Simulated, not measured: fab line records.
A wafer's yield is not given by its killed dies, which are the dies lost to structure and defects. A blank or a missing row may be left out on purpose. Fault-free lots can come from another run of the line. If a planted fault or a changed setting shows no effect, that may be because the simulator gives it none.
Which of the tools did it? | flow gf180mcu | 36 wafers from 12 lots sampled at 5 of the route's 602 steps

## WHAT THE GAUGES READ, wafer by wafer
GF_M1_RS_MEAS_05: measures by four-point-probe. Usual: for M1_ALCU_RS the level is 0.0697 ohm/sq and the standard deviation is 0.00056.
lot  | measured     | on            | M1_ALCU_RS (ohm/sq)  | flag
L854 | day 16 04:05 | film metro-03 | 0.0701 0.0707 0.0708 |
L856 | day 16 22:58 | film metro-03 | 0.0701 0.0710 0.0708 |
L857 | day 17 06:37 | film metro-02 | 0.0710 0.0703 0.0708 |
L858 | day 18 01:40 | film metro-02 | 0.0692 0.0696 0.0700 |
L861 | day 18 22:47 | film metro-02 | 0.0696 0.0694 0.0697 |
L864 | day 20 01:20 | film metro-03 | 0.0690 0.0702 0.0696 |
L866 | day 20 16:47 | film metro-03 | 0.0697 0.0698 0.0691 |
L871 | day 22 10:49 | film metro-01 | 0.0698 0.0685 0.0698 |
L874 | day 23 11:28 | film metro-01 | 0.0704 0.0701 0.0701 |
L875 | day 23 15:31 | film metro-03 | 0.0700 0.0699 0.0691 |
L876 | day 23 23:23 | film metro-01 | 0.0685 0.0692 0.0688 |
L877 | day 24 18:10 | film metro-01 | 0.0691 0.0690 0.0693 |

## TOOL THAT RAN EACH LOT (tool first, then ch and the chambers of the sampled wafers, then the start)
lot  | GF_PSD_COAT_02                    | GF_PSD_STRIP_10                      | GF_CONTACT_ETCH_17                            | GF_CONTACT_CMP_27
L854 | litho track-02 ch 0, day 13 19:37 | plasma asher-04 ch 0,1, day 14 06:17 | rie diel-03 ch 0,3, day 16 03:36 or earlier   | cmp-01 ch 2,3, day 16 03:36
L856 | litho track-01 ch 0, day 14 12:04 | plasma asher-02 ch 0,1, day 14 23:31 | rie diel-02 ch 0,2,3, day 16 22:32 or earlier | cmp-01 ch 0,1,2, day 16 22:32
L857 | litho track-04 ch 0, day 14 19:31 | plasma asher-04 ch 0,1, day 15 06:32 | rie diel-02 ch 0,3, day 17 06:05 or earlier   | cmp-02 ch 0,2,3, day 17 06:05
L858 | litho track-02 ch 0, day 15 15:08 | plasma asher-02 ch 0,1, day 16 02:02 | rie diel-03 ch 1,2, day 18 01:08 or earlier   | cmp-01 ch 0,2,3, day 18 01:08
L861 | litho track-01 ch 0, day 16 09:25 | plasma asher-02 ch 0, day 16 21:11   | rie diel-04 ch 0,1,2, day 18 22:17 or earlier | cmp-01 ch 1,2,3, day 18 22:17
L864 | litho track-02 ch 0, day 17 10:07 | plasma asher-02 ch 0,1, day 17 22:05 | rie diel-03 ch 0,3, day 20 00:50 or earlier   | cmp-02 ch 1,2, day 20 00:50
L866 | litho track-02 ch 0, day 17 23:41 | plasma asher-04 ch 0,1, day 18 12:23 | rie diel-04 ch 1,2,3, day 20 16:22 or earlier | cmp-01 ch 0,2,3, day 20 16:22
L871 | litho track-01 ch 0, day 19 18:34 | plasma asher-01 ch 0,1, day 20 07:35 | rie diel-04 ch 0,1,3, day 22 10:14 or earlier | cmp-01 ch 0,1,2, day 22 10:14
L874 | litho track-02 ch 0, day 20 20:50 | plasma asher-02 ch 0,1, day 21 09:08 | rie diel-02 ch 0,1,3, day 23 10:56 or earlier | cmp-02 ch 0,1,3, day 23 10:56
L875 | litho track-04 ch 0, day 21 01:37 | plasma asher-01 ch 0,1, day 21 14:08 | rie diel-03 ch 0,1,2, day 23 15:02 or earlier | cmp-02 ch 0,2, day 23 15:02
L876 | litho track-02 ch 0, day 21 10:10 | plasma asher-01 ch 0,1, day 21 22:29 | rie diel-04 ch 1,2, day 23 22:52 or earlier   | cmp-01 ch 0,3, day 23 22:52
L877 | litho track-02 ch 0, day 22 06:20 | plasma asher-04 ch 0,1, day 22 18:55 | rie diel-04 ch 1,2, day 24 17:37 or earlier   | cmp-01 ch 2,3, day 24 17:37
- GF_PSD_COAT_02: resist thk 1000 nm.
- GF_PSD_STRIP_10: strips in O2/N2.
- GF_CONTACT_ETCH_17: etches SiO2 in C4F8/O2/Ar, stops on CoSi2, target depth 860 nm.
- GF_CONTACT_CMP_27: polishes, stops on SiO2, t overpolish 15 s, target thk 0 nm.

## WHAT THE TOOLS THEMSELVES READ (means of the sampled wafers that have a number; where no wafer has one, the mark that the record gives instead)
GF_PSD_COAT_02. Usual: 2999.9 rpm for spin speed rpm, sd 2.
lot  | tool           | spin speed rpm (rpm) | flag
L854 | litho track-02 | 3000.0               |
L856 | litho track-01 | 3001.9               |
L857 | litho track-04 | 2998.5               |
L858 | litho track-02 | 3000.6               |
L861 | litho track-01 | 3000.8               |
L864 | litho track-02 | 2870.4               | OFF
L866 | litho track-02 | 2871.5               | OFF
L871 | litho track-01 | 2999.6               |
L874 | litho track-02 | 2999.9               |
L875 | litho track-04 | 2999.1               |
L876 | litho track-02 | 2997.1               |
L877 | litho track-02 | 2997.6               |

GF_PSD_STRIP_10. Usual: drypump motor current A 5.8 A, standard deviation 0.35; heater power w 346 W, standard deviation 22; n2 flow sccm 300.0 sccm, standard deviation 0.89; oes product au 0.592 a.u., standard deviation 0.0046; strip time to endpoint s 16.54 s, standard deviation 0.032.
lot  | tool            | drypump motor current A (A) | heater power w (W) | n2 flow sccm (sccm) | oes product au (a.u.) | strip time to endpoint s (s) | flag
L854 | plasma asher-04 | 5.6                         | 345                | 300.7               | 0.592                 | 16.53                        |
L856 | plasma asher-02 | 5.9                         | 341                | 299.3               | 0.597                 | 16.58                        |
L857 | plasma asher-04 | 5.8                         | 349                | 300.2               | 0.592                 | 16.56                        |
L858 | plasma asher-02 | 5.6                         | 360                | 298.4               | 0.591                 | 16.55                        |
L861 | plasma asher-02 | 6.1                         | 323                | 299.8               | 0.594                 | 16.54                        |
L864 | plasma asher-02 | 5.9                         | 339                | 301.0               | 0.590                 | 16.78                        | OFF
L866 | plasma asher-04 | 5.8                         | 356                | 299.9               | 0.595                 | 16.81                        | OFF
L871 | plasma asher-01 | 6.0                         | 337                | 299.9               | 0.591                 | 16.48                        |
L874 | plasma asher-02 | 5.6                         | 365                | 300.4               | 0.593                 | 16.56                        |
L875 | plasma asher-01 | 6.0                         | 331                | 300.5               | 0.592                 | 16.47                        |
L876 | plasma asher-01 | 6.0                         | 327                | 299.3               | 0.590                 | 16.56                        |
L877 | plasma asher-04 | 5.9                         | 348                | 300.4               | 0.595                 | 16.53                        |

GF_CONTACT_ETCH_17. Usual: 0.812 a.u. for oes product au, sd 0.0048.
lot  | tool        | oes product au (a.u.) | flag
L854 | rie diel-03 | 0.814                 |
L856 | rie diel-02 | 0.813                 |
L857 | rie diel-02 | 0.815                 |
L858 | rie diel-03 | 0.816                 |
L861 | rie diel-04 | 0.808                 |
L864 | rie diel-03 | 0.808                 |
L866 | rie diel-04 | 0.809                 |
L871 | rie diel-04 | 0.817                 |
L874 | rie diel-02 | 0.809                 |
L875 | rie diel-03 | 0.811                 |
L876 | rie diel-04 | 0.806                 |
L877 | rie diel-04 | 0.818                 |

GF_CONTACT_CMP_27. Usual: motor current A 11.4 A, standard deviation 0.96; overpolish run s 14.998 s, standard deviation 0.0086; time to endpoint s 72.9 s, standard deviation 2.9.
lot  | tool   | motor current A (A) | overpolish run s (s) | time to endpoint s (s) | flag
L854 | cmp-01 | 12.0                | 14.996               | 76.7                   |
L856 | cmp-01 | 10.8                | 14.994               | 75.5                   |
L857 | cmp-02 | 10.6                | 15.005               | 72.4                   |
L858 | cmp-01 | 11.4                | 14.999               | 78.5                   |
L861 | cmp-01 | 12.3                | 14.992               | 71.3                   |
L864 | cmp-02 | 11.9                | 15.008               | 74.2                   |
L866 | cmp-01 | 11.2                | 14.997               | 74.6                   |
L871 | cmp-01 | 11.0                | 14.999               | 72.3                   |
L874 | cmp-02 | 11.1                | 15.002               | 74.0                   |
L875 | cmp-02 | 11.3                | 14.993               | 69.3                   |
L876 | cmp-01 | 12.2                | 14.998               | 71.3                   |
L877 | cmp-01 | 11.6                | 14.996               | 74.5                   |

## THE ANSWER, worked out from the rows above alone
Rule: take the mean of a lot's wafers that have a number; if it is more than 3 standard deviations from the usual mean, the lot is off. Also off: a lot with no number at a reading for which 4 or more lots have one. Any other lot the step has rows for is counted as sound. First the gauges in route order, then the tools' own readings, where a lot's mean is used as printed above. The first step at which some lot is off is used, and at that step the reading that is off furthest; a lot without a number counts as furthest.
Off, at GF_PSD_COAT_02 on spin speed rpm: L864, L866.
If a tool, at that step or one of the process steps before it, ran each lot that is off and ran no sound lot following the first of them, it fits. Not one of the candidates tried fits.

## WHAT HAD BEEN PUT IN BY THE SIMULATOR
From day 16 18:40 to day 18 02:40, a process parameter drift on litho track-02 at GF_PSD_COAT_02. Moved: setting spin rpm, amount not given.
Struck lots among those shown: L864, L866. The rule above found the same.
